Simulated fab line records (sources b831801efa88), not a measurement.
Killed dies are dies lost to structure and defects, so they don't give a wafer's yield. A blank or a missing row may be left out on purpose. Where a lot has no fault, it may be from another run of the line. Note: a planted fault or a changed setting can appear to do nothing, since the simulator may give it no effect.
Which tool is to blame? -- flow gf180mcu -- 14 lots with 42 wafers sampled at 2 steps, on a route of 602 steps

== WHAT THE GAUGES READ, wafer by wafer ==
GF_CONTACT_THK_MEAS_03. Usual: CONTACT_CVD_02_THK typically reads 860 nm, with standard deviation 11.
lot,measured,on,CONTACT_CVD_02_THK (nm),flag
L493,day 14 21:25,film-metro-03,844 840 858,
L495,day 15 19:18,film-metro-03,850 856 868,
L497,day 16 11:34,film-metro-03,857 868 881,
L499,day 17 13:07,film-metro-04,849 869 864,
L502,day 18 09:25,film-metro-03,852 866 858,
L504,day 19 06:55,film-metro-01,839 867 870,
L505,day 19 11:01,film-metro-03,852 864 863,
L510,day 21 06:29,film-metro-04,853 881 876,
L511,day 21 21:52,film-metro-01,864 846 865,
L512,day 22 02:52,film-metro-03,866 858 875,
L513,day 22 04:03,film-metro-01,850 864 875,
L514,day 22 17:01,film-metro-04,855 854 874,
L515,day 23 01:04,film-metro-04,852 870 863,
L516,day 23 10:19,film-metro-04,852 847 862,

== TOOL THAT RAN EACH LOT (tool first, then ch and the chambers of the sampled wafers, then the start) ==
lot,GF_SALICIDE_RTA_06
L493,"rtp-anneal-01 ch 0, day 14 20:56"
L495,"rtp-anneal-01 ch 0, day 15 18:50"
L497,"rtp-anneal-02 ch 0, day 16 11:06"
L499,"rtp-anneal-01 ch 0, day 17 12:39"
L502,"rtp-anneal-02 ch 0, day 18 08:57"
L504,"rtp-anneal-01 ch 0, day 19 06:27"
L505,"rtp-anneal-02 ch 0, day 19 10:34"
L510,"rtp-anneal-01 ch 0, day 21 06:01"
L511,"rtp-anneal-01 ch 0, day 21 21:24"
L512,"rtp-anneal-01 ch 0, day 22 02:23"
L513,"rtp-anneal-02 ch 0, day 22 03:30"
L514,"rtp-anneal-02 ch 0, day 22 16:33"
L515,"rtp-anneal-01 ch 0, day 23 00:36"
L516,"rtp-anneal-02 ch 0, day 23 09:50"
- GF_SALICIDE_RTA_06: time 30 s.

== WHAT THE TOOLS THEMSELVES READ (means of the sampled wafers that have a number; where no wafer has one, the mark that the record gives instead) ==
GF_SALICIDE_RTA_06. Usual: lamp-power-pct 5.69 %, standard deviation 0.18; wafer_temp_C_max 532.5, standard deviation 0.68.
lot,tool,lamp-power-pct (%),wafer_temp_C_max,flag
L493,rtp-anneal-01,5.87,533.3,
L495,rtp-anneal-01,5.87,532.6,
L497,rtp-anneal-02,5.50,531.7,
L499,rtp-anneal-01,5.87,532.7,
L502,rtp-anneal-02,5.50,531.6,
L504,rtp-anneal-01,5.87,532.8,
L505,rtp-anneal-02,5.50,532.0,
L510,rtp-anneal-01,5.87,533.3,
L511,rtp-anneal-01,5.87,532.9,
L512,rtp-anneal-01,5.87,533.1,
L513,rtp-anneal-02,5.50,532.1,
L514,rtp-anneal-02,5.51,532.2,
L515,rtp-anneal-01,5.87,532.7,
L516,rtp-anneal-02,5.50,531.9,

== THE ANSWER, worked out from the rows above alone ==
Rule: lot off if the mean of its wafers having a number is beyond 3 standard deviations from the usual mean. Also off: a lot with no number at a reading for which 4 or more lots have one. All remaining lots with rows at the step are treated as sound. After the gauges, taken in route order, come the tools' own readings; for these a lot's mean is taken, as printed above. At the first step where some lot is off, the reading lying furthest off is the one used; lots without a number count as furthest.
Nothing can be told from this: no lot is off at any reading shown.

== WHAT THE SIMULATOR HAD PUT IN ==
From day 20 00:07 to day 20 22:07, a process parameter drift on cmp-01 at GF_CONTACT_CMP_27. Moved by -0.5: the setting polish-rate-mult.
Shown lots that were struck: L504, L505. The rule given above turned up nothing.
